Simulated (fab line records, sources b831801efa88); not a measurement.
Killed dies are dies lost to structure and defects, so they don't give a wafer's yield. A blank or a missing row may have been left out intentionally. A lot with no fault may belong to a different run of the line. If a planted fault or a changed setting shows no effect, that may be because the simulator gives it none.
2 desks, one fault + flow sky130 + each desk holds nothing but its own numbers, with what lay behind them at the end

THE METROLOGY DESK
What the gauges read, lot by lot, whatever tool the lot ran on: means of the sampled wafers that have a number. The brackets show how far a lot's mean lies from the usual mean; more than 4 standard deviations puts the lot out of limits, marked OUT.
Columns: A = CONTACT_W_RS at SKY_CONTACT_RS_MEAS_25, usual 0.340 ohm/sq; B = CONTACT_W_THK at SKY_CONTACT_THK_MEAS_26, usual 348 nm; C = METAL1_ALCU_RS at SKY_METAL1_RS_MEAS_05, usual 0.1268 ohm/sq; D = METAL1_ALCU_THK at SKY_METAL1_THK_MEAS_06, usual 246 nm; E = cdNm at SKY_METAL1_CD_MEAS_15, usual 139.9 nm; F = METAL1_OVL at SKY_METAL1_OVL_MEAS_16, usual -5 nm
| lot  | first seen here | A     | B   | C      | D   | E     | F   |
|------|-----------------|-------|-----|--------|-----|-------|-----|
| L877 | day 33 05:11    | 0.339 | 345 | 0.1262 | 245 | 139.3 | -15 |
| L880 | day 34 09:56    | 0.339 | 351 | 0.1260 | 248 | 139.4 | -7  |
| L887 | day 36 12:46    | 0.337 | 351 | 0.1255 | 247 | 136.5 | -6  |
| L895 | day 39 20:18    | 0.334 | 355 | 0.1280 | 245 | 138.9 | -8  |
| L894 | day 39 22:12    | 0.341 | 344 | 0.1265 | 247 | 139.4 | -7  |
This desk's verdict: no lot among the 5 shows anything out of limits.

AT THE TOOL OWNER'S DESK: pvdSputter-03
At SKY_METAL1_SPUTTER_04 (material TiN, target thk 70 nm, time 58.3 s) the tool's own readings: per lot run on this tool, the mean of the sampled wafers that have a number. The brackets show how far a lot's mean lies from the usual mean; more than 4 standard deviations puts the lot out of limits, marked OUT.
Columns: A = throttleValvePct at SKY_METAL1_SPUTTER_04, usual 29.7 %
| lot  | first seen here | A    |
|------|-----------------|------|
| L880 | day 34 10:29    | 30.0 |
| L887 | day 36 13:20    | 29.8 |
| L895 | day 39 21:01    | 30.2 |
| L894 | day 39 23:04    | 29.1 |
This desk's verdict: no lot among the 4 shows anything out of limits.

BROUGHT TOGETHER
Metrology desk: nothing out of limits seen.
Nothing out of limits was seen by the tool owner's desk.

WHAT HAD BEEN PUT IN BY THE SIMULATOR
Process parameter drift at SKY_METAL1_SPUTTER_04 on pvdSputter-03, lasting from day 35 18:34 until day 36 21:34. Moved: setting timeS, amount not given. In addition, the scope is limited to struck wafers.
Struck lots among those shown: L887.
